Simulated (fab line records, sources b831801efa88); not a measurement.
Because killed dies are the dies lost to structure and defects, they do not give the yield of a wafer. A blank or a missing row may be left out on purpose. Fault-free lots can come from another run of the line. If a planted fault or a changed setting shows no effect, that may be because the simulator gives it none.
Comparing a struck lot with a sound one | flow sky130 | 18 out of 708 route steps
Sound: the wafers L405.3, L405.5, L405.6. Wafers struck: L411.2, L411.4, L411.6. At the end, the cause is stated.
Per side, at each step with rows, come the tool, then ch with its chambers, and then its first start. Under that, the readings that differ: sound wafers | struck wafers | difference of the means | sigmas: that difference in standard deviations of wafers without a fault.
alike: a reading whose means differ by less than 2 such deviations, as well as words and numbers matching on both sides. not compared: withheld readings; readings where some wafer has no value; bounds like >300 that might hide an equal value; numbers whose values overlap and for which the record gives no deviation.
A row with sigmas, a row that says differs or no value, or rows on one side alone: a step with any of these is where the two part. Numbers that don't overlap but have no deviation are shown without sigmas and don't part them. A reading missing from all wafers of one side parts the sides only when that side holds two or more wafers.

first, 3 steps without rows for these wafers: SKY_POLY_CUT_EXPOSE_05 (exposes mask NPCM, target cd 270 nm); SKY_POLY_CUT_PEB_06; SKY_POLY_CUT_DEVELOP_07 (develop time 60 s).
SKY_POLY_CUT_CD_MEAS_08: the cd target is 270 nm.
  struck on cd_sem-01, day 30 04:37; sound on cd_sem-01, day 28 22:05
  alike: cd_nm
SKY_POLY_CUT_OVL_MEAS_09:
  struck on overlay-01, day 30 04:43; sound on overlay-02, day 28 22:11
  alike: POLY_CUT_OVL
SKY_POLY_CUT_ETCH_10: etches BARC in N2/H2, stops on SiO2, time 45.9 s, target depth 60 nm.
  sound on rie_diel-01 ch 0,1,3, day 28 22:13; struck on rie_diel-03 ch 0,2, day 30 04:45
  reading             | sound             | struck            | difference | sigmas
  h2_flow_sccm (sccm) | 198.6 199.5 199.3 | 201.0 200.1 200.5 | +1.4       | +2
  alike: drypump_motor_current_A, oes_product_au, rf_fwd_power_W, throttle_valve_pct
  not compared: rf_hours_counter_h
SKY_POLY_CUT_ETCH_11: etches Si3N4 in CF4/CH2F2/Ar, stops on poly-Si, time 42.5 s, target depth 60 nm.
  sound on rie_diel-01 ch 0,1,3, day 28 22:15; struck on rie_diel-03 ch 0,2, day 30 04:47
  alike: cf4_flow_sccm, ch2f2_flow_sccm, drypump_motor_current_A, oes_product_au, rf_fwd_power_W, throttle_valve_pct
  not compared: rf_hours_counter_h
SKY_POLY_CUT_STRIP_12: strips in O2/N2.
  sound on plasma_asher-03 ch 0,1, day 28 22:20; struck on plasma_asher-03 ch 0,1, day 30 04:50
  reading                      | sound             | struck            | difference | sigmas
  strip_time_to_endpoint_s (s) | 5.383 5.402 5.395 | 5.352 5.354 5.356 | -0.039     | -2
  alike: drypump_motor_current_A, o2_flow_sccm, oes_product_au
  not compared: rf_hours_counter_h
then, 4 steps without rows for these wafers: SKY_SD_P_DEHYDRATE_00 (time 60 s); SKY_SD_P_HMDS_01 (prime time 60 s); SKY_SD_P_COAT_02 (resist thk 1140 nm); SKY_SD_P_SOFTBAKE_03 (time 60 s).
SKY_SD_P_EXPOSE_04: exposes mask PSDM, target cd 380 nm.
  sound on iline_stepper-01 ch 0, day 29 12:10; struck on iline_stepper-02 ch 0, day 30 18:07
  reading                      | sound                   | struck            | difference | sigmas
  model.SD_P.overlay_x_nm (nm) | -0.5176 -0.5176 -0.5176 | 56.95 56.95 56.95 | +57.47     |
  alike: mask
then, 2 steps without rows for these wafers: SKY_SD_P_PEB_05; SKY_SD_P_DEVELOP_06 (develop time 60 s).
SKY_SD_P_CD_MEAS_07: the cd target is 380 nm.
  struck on cd_sem-01, day 31 06:28; sound on cd_sem-02, day 30 01:08
  alike: cd_nm
SKY_SD_P_OVL_MEAS_08:
  struck on overlay-01, day 31 06:47; sound on overlay-02, day 30 01:13
  reading       | sound        | struck         | difference | sigmas
  SD_P_OVL (nm) | 0.5 1.8 -0.8 | 56.8 55.8 56.7 | +55.9      | +35
  not compared: hold
SKY_PAD_OPEN_PROBE_99:
  the record has rows for the sound wafers here (prober-02, day 49 00:51) and none for the struck ones

## WHERE THEY PART
At SKY_POLY_CUT_ETCH_10 first; at SKY_PAD_OPEN_PROBE_99 last (within this record only).

WHY: the cause the simulator had injected
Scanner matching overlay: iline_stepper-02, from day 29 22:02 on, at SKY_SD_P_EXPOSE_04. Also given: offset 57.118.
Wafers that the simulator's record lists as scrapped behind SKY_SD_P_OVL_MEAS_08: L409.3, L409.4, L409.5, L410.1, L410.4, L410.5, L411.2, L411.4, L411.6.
